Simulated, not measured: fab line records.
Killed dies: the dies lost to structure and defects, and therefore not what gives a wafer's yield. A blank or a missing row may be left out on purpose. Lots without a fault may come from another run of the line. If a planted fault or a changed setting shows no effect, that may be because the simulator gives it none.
Which of the tools did it? -- flow sky130 -- 12 lots, 36 wafers sampled, at 5 steps of a route of 708

WHAT THE GAUGES READ, wafer by wafer
The record lacks any reading of a measuring or inspecting step that a usual standard deviation could be used to judge.

TOOL THAT RAN EACH LOT (tool first, then ch and the chambers of the sampled wafers, then the start)
lot,SKY_CAPM_CVD_00,SKY_CAPM_SPUTTER_02,SKY_METAL3_COAT_07,SKY_METAL3_DESCUM_15,SKY_PAD_OPEN_PROBE_99
L888,"pecvd-02 ch 0,1, day 36 16:40","pvd sputter-02, day 36 16:45","litho track-04 ch 0, day 38 08:05","rie metal-01 ch 0,1, day 38 21:44","prober-02, day 46 00:38"
L889,"pecvd-02 ch 0,1,2, day 37 12:00","pvd sputter-01, day 37 12:04","litho track-02 ch 0, day 39 02:07","rie metal-01 ch 0,1, day 39 15:00","prober-01, day 46 14:37"
L891,"pecvd-03 ch 0,2, day 37 19:33","pvd sputter-04, day 37 19:38","litho track-02 ch 0, day 39 09:51","rie metal-01 ch 0,1, day 39 23:11","prober-01, day 47 00:22"
L893,"pecvd-03 ch 0,2, day 38 11:14","pvd sputter-02, day 38 11:19","litho track-04 ch 0, day 40 01:10","rie metal-04 ch 0,1, day 40 13:20","prober-01, day 47 10:16"
L897,"pecvd-02 ch 0,1,2, day 40 01:20","pvd sputter-02, day 40 01:26","litho track-04 ch 0, day 41 13:22","rie metal-03 ch 0,1, day 42 01:38","prober-01, day 48 16:14"
L901,"pecvd-03 ch 0,2, day 41 01:55","pvd sputter-01, day 41 01:59","litho track-02 ch 0, day 42 13:39","rie metal-01 ch 0,1, day 43 01:47","prober-01, day 49 10:44"
L905,"pecvd-02 ch 1,2, day 42 12:19","pvd sputter-01, day 42 12:24","litho track-04 ch 0, day 43 22:49","rie metal-03 ch 0, day 44 10:10","prober-01, day 50 13:40"
L906,"pecvd-01 ch 0,1,2, day 42 12:36","pvd sputter-04, day 42 12:41","litho track-04 ch 0, day 43 23:35","rie metal-04 ch 0, day 44 10:55","prober-02, day 50 13:42"
L907,"pecvd-02 ch 0,1, day 42 13:35","pvd sputter-04, day 42 13:40","litho track-02 ch 0, day 44 00:24","rie metal-01 ch 0,1, day 44 11:43","prober-01, day 50 15:13"
L908,"pecvd-01 ch 0,1,2, day 42 19:47","pvd sputter-01, day 42 19:52","litho track-01 ch 0, day 44 05:44","rie metal-04 ch 0, day 44 17:16","prober-02, day 50 18:02"
L909,"pecvd-02 ch 0,1,2, day 42 23:59","pvd sputter-04, day 43 00:04","litho track-04 ch 0, day 44 09:43","rie metal-03 ch 0, day 44 20:36","prober-01, day 50 21:27"
L910,"pecvd-03 ch 1,2, day 43 10:01","pvd sputter-02, day 43 10:05","litho track-04 ch 0, day 44 19:37","rie metal-03 ch 0,1, day 45 07:34","prober-02, day 51 04:05"
- SKY_CAPM_CVD_00: deposits SiO2, target thk 15.5 nm.
- SKY_CAPM_SPUTTER_02: material TiN, target thk 200 nm, time 166.7 s.
- SKY_METAL3_COAT_07: resist thk 60 nm.
- SKY_METAL3_DESCUM_15: chemistry O2, time 8 s.
- SKY_PAD_OPEN_PROBE_99

AS READ BY THE TOOLS THEMSELVES (means over the sampled wafers that have a number; for cases with no such wafer, the mark the record gives instead)
SKY_CAPM_CVD_00.
lot,tool,heater power w (W)
L888,pecvd-02,660
L889,pecvd-02,713
L891,pecvd-03,798
L893,pecvd-03,772
L897,pecvd-02,724
L901,pecvd-03,779
L905,pecvd-02,845
L906,pecvd-01,635
L907,pecvd-02,803
L908,pecvd-01,725
L909,pecvd-02,778
L910,pecvd-03,735

SKY_CAPM_SPUTTER_02.
lot,tool,cathode dc power W (W),substrate temp c (C),throttle valve pct (%)
L888,pvd sputter-02,6499.1,299.96,29.0
L889,pvd sputter-01,6500.2,300.23,29.9
L891,pvd sputter-04,6500.3,300.04,31.8
L893,pvd sputter-02,6499.0,300.12,29.4
L897,pvd sputter-02,6500.1,299.98,29.5
L901,pvd sputter-01,6500.6,299.93,30.1
L905,pvd sputter-01,6499.4,299.86,30.3
L906,pvd sputter-04,6501.2,299.97,31.8
L907,pvd sputter-04,6499.6,300.25,31.3
L908,pvd sputter-01,6499.5,299.89,29.6
L909,pvd sputter-04,6500.0,300.15,32.0
L910,pvd sputter-02,6500.1,300.02,29.3

SKY_METAL3_COAT_07.
lot,tool,spin speed rpm (rpm)
L888,litho track-04,2997.9
L889,litho track-02,3000.1
L891,litho track-02,3000.2
L893,litho track-04,2855.4
L897,litho track-04,2855.4
L901,litho track-02,3001.8
L905,litho track-04,2997.9
L906,litho track-04,3000.4
L907,litho track-02,2999.7
L908,litho track-01,2998.0
L909,litho track-04,3000.6
L910,litho track-04,3000.1

SKY_METAL3_DESCUM_15.
lot,tool,drypump motor current A (A),oes product au (a.u.),temp c (C)
L888,rie metal-01,5.7,1.006,39.98
L889,rie metal-01,6.0,1.002,40.12
L891,rie metal-01,5.7,1.009,40.06
L893,rie metal-04,5.8,0.983,40.11
L897,rie metal-03,5.8,0.994,39.99
L901,rie metal-01,6.0,1.001,40.06
L905,rie metal-03,5.4,1.008,39.90
L906,rie metal-04,5.7,1.000,40.01
L907,rie metal-01,5.7,1.003,40.10
L908,rie metal-04,5.7,0.995,39.87
L909,rie metal-03,5.4,0.996,40.12
L910,rie metal-03,5.8,1.003,40.05

SKY_PAD_OPEN_PROBE_99.
lot,tool,defect limited yield (%),killed_at_M0_to_M3,killed_at_M4_up,killed at contacts,killed at front end,killed at other,killed dies,killed open,killed short,sort_bin_3_pad_short (%),sort_bin_5_function (%),sort_bin_6_memory (%),sort n pass,sort yield pct (%)
L888,prober-02,81.3,48,4.3,23,16,0.0,92,51,40,0.8,11.3,6.6,400,81.3
L889,prober-01,81.5,47,3.7,25,15,0.0,91,50,41,0.6,9.7,8.1,401,81.5
L891,prober-01,81.5,43,3.3,24,20,0.3,91,46,44,0.9,9.9,7.6,401,81.5
L893,prober-01,81.4,45,2.7,29,15,0.3,91,55,36,0.7,11.3,6.6,401,81.4
L897,prober-01,83.9,42,3.3,25,8,0.3,79,42,37,0.5,9.4,6.2,413,83.9
L901,prober-01,82.0,42,2.0,24,19,1.3,89,47,42,0.5,10.5,7.0,403,82.0
L905,prober-01,84.4,39,2.3,20,15,1.0,77,42,34,0.7,9.8,5.2,415,84.4
L906,prober-02,84.1,38,3.7,21,15,0.0,78,40,37,0.8,9.4,5.7,414,84.1
L907,prober-01,83.0,44,2.7,25,12,0.7,84,43,40,0.9,10.8,5.3,408,83.0
L908,prober-02,83.5,42,2.3,22,16,0.0,81,45,36,0.5,10.1,5.8,411,83.5
L909,prober-01,84.1,40,2.3,24,12,0.0,78,41,35,0.7,9.8,5.4,414,84.1
L910,prober-02,83.9,48,4.7,15,11,0.7,79,40,39,0.8,9.5,5.8,413,83.9

THE ANSWER, worked out from the rows above alone
Rule: what is usual is taken from the lots themselves. Put in order of their means at a reading, lots are off if they are a third of the lots or fewer, leave a main group of 4 or more, and stand apart from it by a gap of 3 or more times the standard deviation of the main group's means; of several such gaps the widest counts. If all means in a main group match to the digits the tables above print for the reading, that group is not used. A lot without any number at a reading at which 4 lots or more have one is off too. The other lots that the step has rows for count as sound. The gauges are gone through in route order, then the tools' own readings, and for those a lot's mean is taken as printed above. The first step at which some lot is off is used, and at that step the reading that is off furthest; a lot without a number counts as furthest.
Off: L893, L897, at SKY_METAL3_COAT_07 (spin speed rpm). The main group has a mean of 2999.7 rpm with a standard deviation of 1.3.
If a tool, at that step or one of the process steps before it, ran each lot that is off and ran no sound lot following the first of them, it fits. Of those tried, none fits.

WHAT THE SIMULATOR HAD INSERTED
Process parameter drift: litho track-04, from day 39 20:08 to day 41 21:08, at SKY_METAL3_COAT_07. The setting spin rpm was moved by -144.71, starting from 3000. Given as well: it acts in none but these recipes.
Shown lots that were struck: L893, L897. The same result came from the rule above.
